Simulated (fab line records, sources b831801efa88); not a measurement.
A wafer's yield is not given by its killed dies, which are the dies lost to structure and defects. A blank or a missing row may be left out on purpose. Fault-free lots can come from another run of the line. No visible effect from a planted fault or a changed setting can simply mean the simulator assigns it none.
fab line records	flow sky130
[record] lots = 6	wafers = 18	lastDay = 50
route steps=708 shown FIELD_ISO@7 PAD_OPEN@708
lots with no fault: from the same line, run without faults
startH: hours from the record's first day to the start of the lot's first wafer shown	waitH: hours since the lot's step before	" same as the row above	L1.1+2: a single row standing in for several wafers	- no value, or no start was given	* or withheld: withheld	< > ~ a bound
route shown NAME@n: NAME is a module with steps in the file, n the number in the route of the first one	usual: mean/standard deviation of fault-free wafers	same: alike in all rows	chamber/n: place in a boat	sites: per-site readings	_std_site: the values' standard deviation	_edge_site: outer sites' mean less inner sites'	radiusMm: how far each site lies from the wafer's centre	mask NAME#n: copy n	behind: tool/chamber where the wafer was last shaped	hold: reason for holding the lot/hours on hold/outcome of the hold	device: which transistor (n, p or np) failed to switch	end of line: the same wafers' tests at the end of the route	a step without rows: its recipe alone	killed: dies lost to structure and defects at the first sort, not the wafer's yield	map: shows each die of a wafer: x if killed, . if not, _ if none is there
set.NAME: setting as actually run; set.NAME@STEP: the setting as run at that earlier step	model.NAME: the simulator's own value behind a step, which no gauge read
a table for each step, a row for each wafer; lots at some steps of the route
services: when a tool's chamber went out of use (startH, in hours from the record's first day, below 0 if earlier), for how many hours, and the reason
[[steps]]
[step SKY_FIELD_ISO_HMDS_06]
[recipe] primeTimeS = 60	primeTempC = 120
[step SKY_FIELD_ISO_COAT_07]
[recipe] resist = BARC	tempC = withheld	timeS = withheld	spinRpm = 3000	resistThkNm = 60
[step SKY_FIELD_ISO_COAT_08]
[recipe] resist = KrF-thick	spinRpm = 3000	resistThkNm = 450
[step SKY_FIELD_ISO_SOFTBAKE_09]
[recipe] tempC = 100	timeS = 90	resist = KrF-thick
[step SKY_FIELD_ISO_EXPOSE_10]
[recipe] maskId = FOM	na = 0.68	sourceShape = annular	sigmaInner = 0.4	sigmaOuter = 0.8	targetCdNm = 150	doseMj = 28
[step SKY_FIELD_ISO_PEB_11]
[recipe] pebTempC = withheld	pebTimeS = withheld	resist = KrF-thick
[step SKY_FIELD_ISO_DEVELOP_12]
[recipe] developTimeS = 60	resist = KrF-thick	devTempC = 21
[step SKY_FIELD_ISO_CD_MEAS_13]
[recipe] targetCdNm = 150
[usual] cdNm = 149.8/1.8
lot.wafer	tool	chamber	startH	waitH	cdNm
L164.3	cdSem-01	-	61.14	-	152.7
L164.4	"	-	"	"	152.1
L164.6	"	-	"	"	152.5
L171.2	cdSem-02	-	102.97	-	151.7
L171.3	"	-	"	"	151.4
L171.5	"	-	"	"	151.9
L174.1	cdSem-02	-	113.85	-	151.1
L174.3	"	-	"	"	149.6
L174.6	"	-	"	"	149.9
L175.1	cdSem-01	-	117.78	-	149.4
L175.4	"	-	"	"	147.9
L175.6	"	-	"	"	148.9
L176.3	cdSem-02	-	121.84	-	151.4
L176.4	"	-	"	"	152.1
L176.5	"	-	"	"	150.1
L181.1	cdSem-01	-	149.45	-	153.2
L181.2	"	-	"	"	151.5
L181.6	"	-	"	"	151.1
[step SKY_FIELD_ISO_ETCH_14]
[recipe] chemistry = N2/H2	target = BARC	ionEnergyEv = 200	sourceW = 500	biasW = 100	pressureMtorr = 30	n2FlowSccm = 100	h2FlowSccm = 200	stopOn = SiO2	timeS = 45.9	targetDepthA = 600
[usual] drypumpMotorCurrentA = 5.7/0.45	oesProductAu = 0.854/0.0044	runLengthS = 74.2/0.55	throttleValvePct = 13.224/0.0079
lot.wafer	tool	chamber	startH	waitH	drypumpMotorCurrentA	oesProductAu	rfHoursCounterH	runLengthS	throttleValvePct
L164.3	rieDiel-02	0	61.22	0.1	6.2	0.853	124	74.1	13.221
L164.4	"	1	"	"	5.3	0.858	4	74.5	13.218
L164.6	"	3	"	"	6.4	0.848	-	74.0	13.237
L171.2	rieDiel-02	1	103.07	0.1	5.3	0.853	5	74.4	13.216
L171.3	"	3	"	"	6.4	0.846	124	73.7	13.215
L171.5	"	3	"	"	6.4	0.847	-	73.7	13.225
L174.1	rieDiel-01	2	113.97	0.1	5.5	0.858	2	73.4	13.221
L174.3	"	3	"	"	6.1	0.851	17	73.9	13.227
L174.6	"	1	"	"	5.0	0.852	-	74.8	13.219
L175.1	rieDiel-01	0	117.90	0.1	5.6	0.858	43	74.8	13.239
L175.4	"	1	"	"	5.0	0.845	0	74.8	13.224
L175.6	"	2	"	"	5.5	0.850	-	73.5	13.239
L176.3	rieDiel-02	1	121.92	0.1	5.3	0.854	5	74.7	13.238
L176.4	"	2	"	"	5.8	0.861	2	74.5	13.229
L176.5	"	3	"	"	6.4	0.858	-	73.3	13.213
L181.1	rieDiel-01	2	149.57	0.1	5.5	0.852	3	73.2	13.223
L181.2	"	1	"	"	5.0	0.858	1	74.6	13.221
L181.6	"	1	"	"	5.0	0.852	-	74.3	13.218
[step SKY_FIELD_ISO_ETCH_15]
[recipe] chemistry = CHF3/O2	targetDepthNm = 180	stopOn = Si	sourceW = 600	biasW = 200	pressureMtorr = 40	chf3FlowSccm = 50	O2_flow_sccm = 5	timeS = 72
[usual] drypumpMotorCurrentA = 5.7/0.45	oesProductAu = 0.948/0.0074	runLengthS = 100.3/0.51	throttleValvePct = 8.845/0.0089
lot.wafer	tool	chamber	startH	waitH	drypumpMotorCurrentA	oesProductAu	rfHoursCounterH	runLengthS	throttleValvePct
L164.3	rieDiel-02	0	61.26	0.0	6.1	0.945	124	100.3	8.853
L164.4	"	1	"	"	5.3	0.941	4	100.9	8.845
L164.6	"	3	"	"	6.4	0.944	-	99.6	8.848
L171.2	rieDiel-02	1	103.11	0.0	5.3	0.953	5	100.7	8.839
L171.3	"	3	"	"	6.4	0.948	124	99.9	8.837
L171.5	"	3	"	"	6.4	0.953	-	99.9	8.862
L174.1	rieDiel-01	2	114.01	0.0	5.5	0.956	2	99.8	8.829
L174.3	"	3	"	"	6.1	0.960	17	99.9	8.845
L174.6	"	1	"	"	5.0	0.956	-	100.4	8.838
L175.1	rieDiel-01	0	117.94	0.0	5.6	0.947	43	100.8	8.855
L175.4	"	1	"	"	5.0	0.947	0	100.4	8.869
L175.6	"	2	"	"	5.5	0.944	-	100.0	8.844
L176.3	rieDiel-02	1	121.96	0.0	5.2	0.958	5	100.8	8.853
L176.4	"	2	"	"	5.8	0.957	2	100.3	8.839
L176.5	"	3	"	"	6.4	0.962	-	99.9	8.863
L181.1	rieDiel-01	2	149.61	0.0	5.5	0.936	3	99.4	8.847
L181.2	"	1	"	"	5.0	0.933	1	100.4	8.840
L181.6	"	1	"	"	5.0	0.939	-	100.5	8.853
[step SKY_FIELD_ISO_STRIP_16]
[recipe] chemistry = O2/N2	powerW = 1400	pressureMtorr = 1500	platenTempC = withheld	o2FlowSccm = 3000	n2FlowSccm = 300	overashFraction = 0.5
[usual] drypumpMotorCurrentA = 5.7/0.48	oesProductAu = 0.378/0.0051	stripTimeToEndpointS = 3.53/0.047
lot.wafer	tool	chamber	startH	waitH	drypumpMotorCurrentA	oesProductAu	rfHoursCounterH	stripTimeToEndpointS
L164.3	plasmaAsher-03	1	61.35	0.1	6.3	0.378	-	3.50
L164.4	"	0	"	"	6.3	0.375	-	3.44
L164.6	"	1	"	"	6.3	0.379	-	3.59
L171.2	plasmaAsher-04	0	103.16	0.0	5.6	0.377	39	3.50
L171.3	"	1	"	"	4.9	0.383	-	3.56
L171.5	"	1	"	"	4.9	0.390	-	3.60
L174.1	plasmaAsher-04	1	114.07	0.0	4.9	0.376	41	3.49
L174.3	"	0	"	"	5.6	0.371	-	3.47
L174.6	"	0	"	"	5.6	0.380	-	3.58
L175.1	plasmaAsher-02	1	118.00	0.0	6.0	0.383	41	3.52
L175.4	"	1	"	"	6.0	0.379	-	3.55
L175.6	"	1	"	"	6.0	0.368	-	3.50
L176.3	plasmaAsher-02	0	122.05	0.1	5.8	0.376	-	3.46
L176.4	"	1	"	"	6.0	0.379	-	3.55
L176.5	"	1	"	"	6.0	0.389	-	3.57
L181.1	plasmaAsher-03	0	149.67	0.0	6.2	0.375	3	3.44
L181.2	"	1	"	"	6.3	0.373	3	3.56
L181.6	"	1	"	"	6.2	0.370	-	3.56
[step SKY_FIELD_ISO_ETCH_17]
[recipe] targetDepthA = 3420	maskMaterial = Si3N4	chemistry = HBr/Cl2/O2	target = Si	taperDeg = 5	icpW = 600	biasW = 150	pressureMtorr = 15	HBr_flow_sccm = 150	Cl2_flow_sccm = 40	O2_flow_sccm = 6	timeS = 97.7
[usual] HBr_flow_sccm = 150.0/0.41	drypumpMotorCurrentA = 5.6/0.44	oesProductAu = 1.001/0.01	runLengthS = 125.9/0.3	throttleValvePct = 25.655/0.01
lot.wafer	tool	chamber	startH	waitH	HBr_flow_sccm	drypumpMotorCurrentA	oesProductAu	rfHoursCounterH	runLengthS	throttleValvePct
L164.3	rieSi-01	3	61.41	0.0	150.1	6.2	0.998	1	126.5	25.654
L164.4	"	1	"	"	149.3	5.8	0.989	92	126.0	25.673
L164.6	"	2	"	"	150.1	5.2	1.001	-	125.6	25.647
L171.2	rieSi-02	0	103.26	0.1	150.5	4.8	0.976	0	125.8	25.668
L171.3	"	1	"	"	149.8	5.4	1.019	91	125.7	25.642
L171.5	"	0	"	"	150.9	4.8	0.986	-	125.5	25.674
L174.1	rieSi-01	0	114.17	0.1	150.8	5.4	0.998	91	125.4	25.660
L174.3	"	3	"	"	150.1	6.2	0.992	2	125.9	25.658
L174.6	"	1	"	"	150.1	5.8	0.997	-	126.2	25.658
L175.1	rieSi-02	1	118.10	0.1	149.8	5.4	1.009	92	125.7	25.637
L175.4	"	3	"	"	150.0	6.0	0.997	18	126.4	25.666
L175.6	"	3	"	"	150.1	6.0	1.010	-	126.7	25.657
L176.3	rieSi-01	3	122.12	0.0	150.3	6.3	1.002	2	125.7	25.641
L176.4	"	3	"	"	149.9	6.2	1.004	-	126.3	25.657
L176.5	"	2	"	"	149.8	5.2	1.013	-	126.1	25.640
L181.1	rieSi-01	1	149.77	0.1	149.7	5.8	1.001	92	125.8	25.646
L181.2	"	2	"	"	150.1	5.2	1.004	83	125.8	25.655
L181.6	"	1	"	"	149.6	5.8	1.004	-	126.1	25.648
[step SKY_FIELD_ISO_WET_ETCH_18]
[recipe] chemistry = H3PO4	targetDepthNm = 25	tempC = 160	target = Si3N4	timeS = 286
[usual] runLengthS = 314/3.6
lot.wafer	tool	chamber	startH	waitH	runLengthS	model.Si3N4_of_FIELD_ISO_CVD_03.thkNm
L164.3	wetBench-01	3	61.49	0.0	319	123.4
L164.4	"	3	"	"	319	123.8
L164.6	"	3	"	"	319	123.2
L171.2	wetBench-04	2	103.33	0.0	313	126.3
L171.3	"	2	"	"	313	126.6
L171.5	"	2	"	"	313	128
L174.1	wetBench-01	3	114.24	0.0	465	114.2
L174.3	"	3	"	"	465	114.7
L174.6	"	3	"	"	465	113.8
L175.1	wetBench-03	2	118.17	0.0	312	124.5
L175.4	"	2	"	"	312	124.4
L175.6	"	2	"	"	312	124.3
L176.3	wetBench-01	0	122.19	0.0	464	113.3
L176.4	"	0	"	"	464	113.9
L176.5	"	0	"	"	464	114.3
L181.1	wetBench-04	2	149.84	0.0	320	123
L181.2	"	2	"	"	320	122.8
L181.6	"	2	"	"	320	124.1
[step SKY_FIELD_ISO_CLEAN_19]
[recipe] chemistry = SC1/SC2	mix = 1:4:20	tempC = 70	timeS = 150
[step SKY_FIELD_ISO_CLEAN_20]
[recipe] chemistry = dHF	timeS = 20	dilution = 100:1
[step SKY_FIELD_ISO_WET_ETCH_21]
[recipe] chemistry = dHF	dilution = 100:1	targetDepthNm = 20	dry = ipaMarangoni	target = SiO2	tempC = 25	timeS = 400
[step SKY_FIELD_ISO_OXIDATION_22]
[recipe] tempC = 950	ambient = O2	stabiliseS = 600	purgeS = 300	targetThkA = 100	oxTimeS = 623
[step SKY_FIELD_ISO_THK_MEAS_23]
[recipe] reads = SiO2_of_FIELD_ISO_OXIDATION_22
[usual] FIELD_ISO_OXIDATION_01_THK = 10.07/0.18
lot.wafer	tool	chamber	startH	waitH	FIELD_ISO_OXIDATION_01_THK[nm]
L164.3	filmMetro-01	-	64.05	0.0	10.01
L164.4	"	-	"	"	10.04
L164.6	"	-	"	"	10.05
L171.2	filmMetro-02	-	104.79	0.0	10.14
L171.3	"	-	"	"	9.91
L171.5	"	-	"	"	10.14
L174.1	filmMetro-02	-	116.33	0.0	10.14
L174.3	"	-	"	"	10.00
L174.6	"	-	"	"	9.84
L175.1	filmMetro-01	-	121.93	0.0	9.93
L175.4	"	-	"	"	10.04
L175.6	"	-	"	"	9.92
L176.3	filmMetro-01	-	127.99	0.0	10.28
L176.4	"	-	"	"	10.18
L176.5	"	-	"	"	10.25
L181.1	filmMetro-02	-	153.47	0.0	9.81
L181.2	"	-	"	"	9.66
L181.6	"	-	"	"	9.53
[step SKY_FIELD_ISO_CVD_24]
[recipe] material = SiO2	targetThkNm = 595	tempC = 650	sigmaOpenFrac = 0.3	timeS = 99.2	sih4FlowSccm = 60	pressureMtorr = 6
[step SKY_FIELD_ISO_THK_MEAS_25]
[recipe] reads = SiO2_of_FIELD_ISO_CVD_24
[usual] FIELD_ISO_CVD_24_THK = 593/9.8
lot.wafer	tool	chamber	startH	waitH	FIELD_ISO_CVD_24_THK[nm]
L164.3	filmMetro-02	-	64.21	0.1	598
L164.4	"	-	"	"	609
L164.6	"	-	"	"	598
L171.2	filmMetro-01	-	104.92	0.0	595
L171.3	"	-	"	"	580
L171.5	"	-	"	"	583
L174.1	filmMetro-01	-	116.46	0.0	606
L174.3	"	-	"	"	587
L174.6	"	-	"	"	606
L175.1	filmMetro-03	-	122.06	0.0	598
L175.4	"	-	"	"	575
L175.6	"	-	"	"	583
L176.3	filmMetro-01	-	128.12	0.1	588
L176.4	"	-	"	"	589
L176.5	"	-	"	"	587
L181.1	filmMetro-02	-	153.60	0.0	593
L181.2	"	-	"	"	586
L181.6	"	-	"	"	609
[step SKY_FIELD_ISO_ANNEAL_26]
[recipe] tempC = 1000	timeS = 1800	ambient = N2
[step SKY_FIELD_ISO_CMP_27]
[recipe] stopOn = Si3N4	tOverpolishS = 16	downForcePsi = 4	platenRpm = 60	targetThkNm = 457.8	padVelocityMS = 0.94248
[usual] edgeZonePressureFrac = 1.000/0.0048	motorCurrentA = 12.0/1.1	platenRpm = 60.01/0.049
lot.wafer	tool	chamber	startH	waitH	edgeZonePressureFrac	motorCurrentA	platenRpm
L164.3	cmp-01	2	67.05	0.2	0.997	9.1	60.03
L164.4	"	0	"	"	0.999	12.3	60.02
L164.6	"	3	"	"	0.998	11.6	59.99
L171.3	cmp-01	3	106.52	0.1	0.998	12.1	60.05
L171.2	"	0	"	"	1.005	12.0	59.99
L171.5	"	3	"	"	0.998	11.7	60.02
L174.3	cmp-01	2	119.39	0.1	1.007	9.5	60.01
L174.1	"	3	"	"	0.999	11.8	60.06
L174.6	"	1	"	"	1.007	10.8	59.99
L175.4	cmp-02	1	127.82	0.0	1.009	12.6	60.04
L175.1	"	2	"	"	0.997	13.0	59.98
L175.6	"	2	"	"	0.999	12.9	60.07
L176.3	cmp-01	3	132.29	0.1	0.990	11.7	60.01
L176.4	"	1	"	"	1.001	11.0	60.08
L176.5	"	3	"	"	1.007	11.2	60.02
L181.2	cmp-02	2	157.61	0.0	1.000	12.3	60.01
L181.1	"	1	"	"	1.003	12.2	60.03
L181.6	"	2	"	"	0.998	12.8	59.98
[step SKY_FIELD_ISO_WET_ETCH_28]
[recipe] chemistry = dHF	targetDepthNm = 23.7	target = SiO2	dilution = 10:1	tempC = 25	timeS = 47
[usual] runLengthS = 77/3.4
lot.wafer	tool	chamber	startH	waitH	runLengthS	model.Si3N4_of_FIELD_ISO_CVD_03.thkNm
L164.3	wetBench-04	2	67.35	0.2	74	117.4
L164.4	"	2	"	"	74	117.8
L164.6	"	2	"	"	74	117.2
L171.2	wetBench-04	1	106.77	0.1	73	120.3
L171.3	"	1	"	"	73	120.6
L171.5	"	1	"	"	73	122
L174.1	wetBench-03	2	119.64	0.1	80	108.3
L174.3	"	2	"	"	80	108.7
L174.6	"	2	"	"	80	107.9
L175.1	wetBench-01	2	128.12	0.2	74	118.6
L175.4	"	2	"	"	74	118.5
L175.6	"	2	"	"	74	118.3
L176.3	wetBench-01	3	132.54	0.2	72	107.3
L176.4	"	3	"	"	72	107.9
L176.5	"	3	"	"	72	108.4
L181.1	wetBench-04	2	157.91	0.1	80	117.1
L181.2	"	2	"	"	80	116.9
L181.6	"	2	"	"	80	118.1
[step SKY_FIELD_ISO_WET_ETCH_29]
[recipe] chemistry = H3PO4	targetDepthNm = 160	target = Si3N4	tempC = 160	timeS = 1825
[step SKY_PAD_OPEN_PROBE_99]
[usual] killed_at_M0_to_M3 = 43/7.8	killed_at_M4_up = 3.2/1.9	killedAtContacts = 24/5	killedAtFrontEnd = 14/4.5	killedAtOther = 0.2/0.41	killedDies = 84/9.6	killedOpen = 47/6.9	killedShort = 38/6
[same] grossDies = 492	killedAtBackSide = 0
lot.wafer	tool	chamber	startH	waitH	killed_at_M0_to_M3	killed_at_M4_up	killedAtContacts	killedAtFrontEnd	killedAtOther	killedDies	killedOpen	killedShort	model.etest.pfet_16v.rOnOhmUm	model.etest.resIsoPwell.rsOhmSq	model.etest.resIsoPwell.lineOhmUm	model.etest.capLiToPoly.cAfUm2	model.etest.capPolyToWell.cAfUm2	model.etest.fieldP.vtV	model.etest.fieldN.vtV	model.etest.sramNfetPass.offLog10AUm
L164.3	prober-02	-	1117.21	0.2	47	0	19	14	0	80	44	36	1.471e+04	2991	1116	97.47	94.09	-41.03	35.78	-12.64
L164.4	prober-02	-	1117.26	0.2	42	6	28	16	1	93	48	45	1.474e+04	2889	1096	98.69	91.76	-40.12	35.25	-12.44
L164.6	prober-02	-	1117.36	0.2	31	3	22	13	0	69	39	30	1.489e+04	2996	1135	96.3	91.9	-41.42	35.9	-12.78
L171.2	prober-01	-	1158.96	0.1	32	0	35	24	1	92	59	33	1.494e+04	2688	995.5	102.4	91.26	-42.51	34.72	-13.1
L171.3	prober-01	-	1159.01	0.2	56	2	21	18	0	97	56	41	1.584e+04	3025	1125	99.01	88.28	-46.23	36.74	-12.54
L171.5	prober-01	-	1159.11	0.2	43	0	25	9	0	77	48	29	1.521e+04	2682	998.5	97.99	94.39	-42.48	34.62	-12.98
L174.1	prober-02	-	1177.94	0.1	59	3	26	15	0	103	59	44	1.459e+04	2553	954.6	93.22	95.72	-38.52	33.6	-13.1
L174.3	prober-02	-	1178.04	0.2	39	3	22	12	0	76	46	30	1.454e+04	2514	944.9	92.73	94.26	-38.41	33.48	-13.17
L174.6	prober-02	-	1178.19	0.2	51	6	22	10	0	89	52	37	1.449e+04	2515	951.3	95.28	95.48	-37.65	32.78	-12.7
L175.1	prober-01	-	1180.10	0.1	43	3	21	12	0	79	43	36	1.544e+04	3166	1196	95.22	90.5	-42.24	36.5	-12.69
L175.4	prober-01	-	1180.25	0.2	35	1	23	23	0	82	44	38	1.49e+04	2961	1114	99.1	91.36	-40.6	35.79	-12.38
L175.6	prober-01	-	1180.35	0.2	48	2	19	17	0	86	46	40	1.518e+04	3074	1134	96.85	91.2	-41.59	36.23	-12.86
L176.3	prober-02	-	1186.60	0.2	44	2	21	14	1	82	50	32	1.482e+04	2982	1125	93.84	94.48	-40.26	35.03	-13.04
L176.4	prober-02	-	1186.65	0.2	38	2	31	15	0	86	44	42	1.473e+04	2920	1079	94.62	93.81	-39.75	34.81	-13.09
L176.5	prober-02	-	1186.70	0.2	42	1	27	14	0	84	48	36	1.497e+04	3074	1174	95.65	94.54	-41.17	35.59	-13.24
L181.1	prober-01	-	1207.56	0.1	48	4	20	11	0	83	52	31	1.502e+04	3145	1211	98.75	90.66	-40.83	36.18	-12.86
L181.2	prober-01	-	1207.61	0.1	41	1	26	24	0	92	57	35	1.507e+04	3150	1176	96.54	93.02	-40.77	36.12	-12.63
L181.6	prober-01	-	1207.81	0.2	52	6	24	12	0	94	53	41	1.498e+04	3051	1148	97.96	92.93	-40.02	35.84	-12.6
// killed by level:class
L164.3 VIA1:geometricParticle:open=12 POLY_GATE:geometricParticle:open=8 METAL1:geometricParticle:short=6 VIA3:geometricParticle:open=6 LI_CONTACT:geometricParticle:open=5 LOCAL_INTERCONNECT:geometricParticle:short=5 VIA2:geometricParticle:open=5 METAL3:geometricParticle:short=5
L164.4 CONTACT:geometricParticle:open=14 VIA1:geometricParticle:open=8 METAL2:geometricParticle:short=6 VIA3:geometricParticle:open=6 CONTACT:geometricParticle:short=6 METAL3:geometricParticle:short=5 FIELD_ISO:geometricParticle:short=4 VIA1:geometricParticle:short=4
L164.6 VIA1:geometricParticle:open=9 LI_CONTACT:geometricParticle:open=7 FIELD_ISO:geometricParticle:short=5 FIELD_ISO:geometricParticle:open=4 CONTACT:geometricParticle:open=4 LOCAL_INTERCONNECT:geometricParticle:short=4 CONTACT:geometricParticle:short=4 METAL1:geometricParticle:short=4
L171.2 CONTACT:geometricParticle:open=12 LI_CONTACT:geometricParticle:open=10 POLY_GATE:geometricParticle:open=7 VIA1:geometricParticle:open=6 VIA2:geometricParticle:open=6 FIELD_ISO:geometricParticle:open=5 FIELD_ISO:geometricParticle:short=4 CONTACT:geometricParticle:short=4
L171.3 VIA1:geometricParticle:open=12 CONTACT:geometricParticle:open=11 VIA3:geometricParticle:open=8 METAL1:geometricParticle:short=8 FIELD_ISO:geometricParticle:open=7 METAL2:geometricParticle:short=7 VIA1:geometricParticle:short=6 POLY_GATE:geometricParticle:short=5
L171.5 VIA1:geometricParticle:open=12 LI_CONTACT:geometricParticle:open=10 CONTACT:geometricParticle:open=8 VIA2:geometricParticle:open=6 VIA1:geometricParticle:short=5 VIA3:geometricParticle:open=5 METAL1:geometricParticle:short=4 METAL2:geometricParticle:short=4
L174.1 VIA1:geometricParticle:open=15 METAL2:geometricParticle:short=10 LI_CONTACT:geometricParticle:open=10 CONTACT:geometricParticle:open=9 VIA2:geometricParticle:open=7 METAL1:geometricParticle:short=7 VIA3:geometricParticle:open=5 POLY_GATE:geometricParticle:open=4
L174.3 VIA1:geometricParticle:open=14 CONTACT:geometricParticle:open=10 LOCAL_INTERCONNECT:geometricParticle:short=6 VIA2:geometricParticle:open=6 FIELD_ISO:geometricParticle:short=4 POLY_GATE:geometricParticle:open=4 METAL3:geometricParticle:short=4 LI_CONTACT:geometricParticle:open=3
L174.6 VIA1:geometricParticle:open=14 VIA2:geometricParticle:open=13 LI_CONTACT:geometricParticle:open=7 VIA1:geometricParticle:short=7 METAL2:geometricParticle:short=5 CONTACT:geometricParticle:open=5 FIELD_ISO:geometricParticle:open=4 LI_CONTACT:geometricParticle:short=4
L175.1 CONTACT:geometricParticle:open=14 VIA1:geometricParticle:open=11 METAL2:geometricParticle:short=9 METAL1:geometricParticle:short=5 VIA2:geometricParticle:open=5 POLY_GATE:geometricParticle:short=4 VIA2:geometricParticle:short=3 LI_CONTACT:geometricParticle:open=3
L175.4 LI_CONTACT:geometricParticle:open=10 VIA1:geometricParticle:open=7 VIA3:geometricParticle:open=7 FIELD_ISO:geometricParticle:short=6 POLY_GATE:geometricParticle:open=6 METAL1:geometricParticle:short=5 CONTACT:geometricParticle:open=4 METAL2:geometricParticle:short=4
L175.6 METAL1:geometricParticle:short=8 FIELD_ISO:geometricParticle:short=7 CONTACT:geometricParticle:open=7 VIA3:geometricParticle:open=7 VIA1:geometricParticle:open=6 METAL2:geometricParticle:short=6 VIA2:geometricParticle:open=6 FIELD_ISO:geometricParticle:open=5
L176.3 VIA1:geometricParticle:open=11 CONTACT:geometricParticle:open=8 VIA3:geometricParticle:open=8 LI_CONTACT:geometricParticle:open=6 METAL3:geometricParticle:short=5 VIA1:geometricParticle:short=5 VIA2:geometricParticle:open=5 VIA3:geometricParticle:short=4
L176.4 LI_CONTACT:geometricParticle:open=12 CONTACT:geometricParticle:open=8 VIA1:geometricParticle:short=7 VIA1:geometricParticle:open=6 METAL2:geometricParticle:short=6 POLY_GATE:geometricParticle:short=5 VIA2:geometricParticle:short=5 CONTACT:geometricParticle:short=4
L176.5 VIA1:geometricParticle:open=9 CONTACT:geometricParticle:open=8 LI_CONTACT:geometricParticle:open=6 CONTACT:geometricParticle:short=6 VIA2:geometricParticle:open=6 METAL1:geometricParticle:short=5 VIA3:geometricParticle:open=5 POLY_GATE:geometricParticle:open=4
L181.1 VIA1:geometricParticle:open=14 VIA3:geometricParticle:open=10 VIA1:geometricParticle:short=8 LI_CONTACT:geometricParticle:open=6 VIA2:geometricParticle:open=6 CONTACT:geometricParticle:open=5 LOCAL_INTERCONNECT:geometricParticle:short=4 CONTACT:geometricParticle:short=4
L181.2 POLY_GATE:geometricParticle:open=9 VIA1:geometricParticle:open=9 VIA2:geometricParticle:open=9 LI_CONTACT:geometricParticle:open=8 CONTACT:geometricParticle:open=7 FIELD_ISO:geometricParticle:open=6 LOCAL_INTERCONNECT:geometricParticle:short=5 CONTACT:geometricParticle:short=5
L181.6 VIA1:geometricParticle:open=11 METAL2:geometricParticle:short=11 LI_CONTACT:geometricParticle:open=10 CONTACT:geometricParticle:open=9 VIA2:geometricParticle:open=6 VIA3:geometricParticle:open=6 FIELD_ISO:geometricParticle:short=4 CONTACT:geometricParticle:short=4
[[services]]
tool	chamber	startH	hours	kind
rieSi-02	-	42.44	0.4	repair
rieDiel-02	-	47.95	2.4	repair
rieSi-02	2	51.32	3.0	repair
rieSi-02	0	51.45	5.5	repair
rieSi-02	0	56.92	-	clean
rieDiel-02	2	63.49	19.4	repair
cmp-02	-	64.00	4.0	pm
rieSi-01	0	66.36	16.9	repair
rieDiel-01	1	87.20	-	clean
rieDiel-01	1	87.20	15.5	scheduledDown
rieDiel-01	1	87.20	15.5	ventCycle
rieSi-01	-	94.40	15.6	pm
rieDiel-01	-	95.01	0.8	repair
rieDiel-01	-	103.41	0.3	repair
cmp-02	-	105.32	8.6	pm
rieDiel-02	1	108.57	4.2	repair
plasmaAsher-03	-	108.75	9.0	pm
cmp-01	-	114.43	4.5	repair
cmp-02	-	114.64	2.4	repair
rieSi-01	0	121.37	4.6	repair
rieSi-01	3	124.45	3.1	repair
rieSi-02	3	145.25	2.1	repair
cmp-01	-	153.69	5.1	pm
rieDiel-02	1	154.56	2.6	repair
[[key]]
[firstSign] step = SKY_FIELD_ISO_WET_ETCH_18	reading = runLengthS	direction = up	sigmas = 42	usual = *	struck = *
effect none on later readings
[modelEffect] step = SKY_FIELD_ISO_WET_ETCH_18	value = Si3N4_of_FIELD_ISO_CVD_03.thkNm	without = 127.5	struck = 114
[modelEffect] step = SKY_FIELD_ISO_WET_ETCH_28	value = Si3N4_of_FIELD_ISO_CVD_03.thkNm	without = 121.6	struck = 108.1
[modelEffect] step = SKY_PAD_OPEN_PROBE_99	value = etest.pfet_16v.rOnOhmUm	without = 1.514e+04	struck = 1.469e+04
metAt SKY_FIELD_ISO_WET_ETCH_18
struckWafers L174.1,L174.3,L174.6,L176.3,L176.4,L176.5
testerLeftOut L174,L176
onsetBetween 61.49 114.24
[fault] kind = processParameterDrift	tool = wetBench-01	chamber = -	onsetH = 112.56	steps = SKY_FIELD_ISO_WET_ETCH_18	channel = timeS	offset = *	shape = step	endH = 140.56	actsIn = *	stated = *
// testerLeftOut: of these lots the tester's yield and bins aren't shown, on N5 and GAA mostly nor the transistor test; their killed dies are dies lost to structure and defects alone, not to doping, threshold or leakage, so they don't give the yield
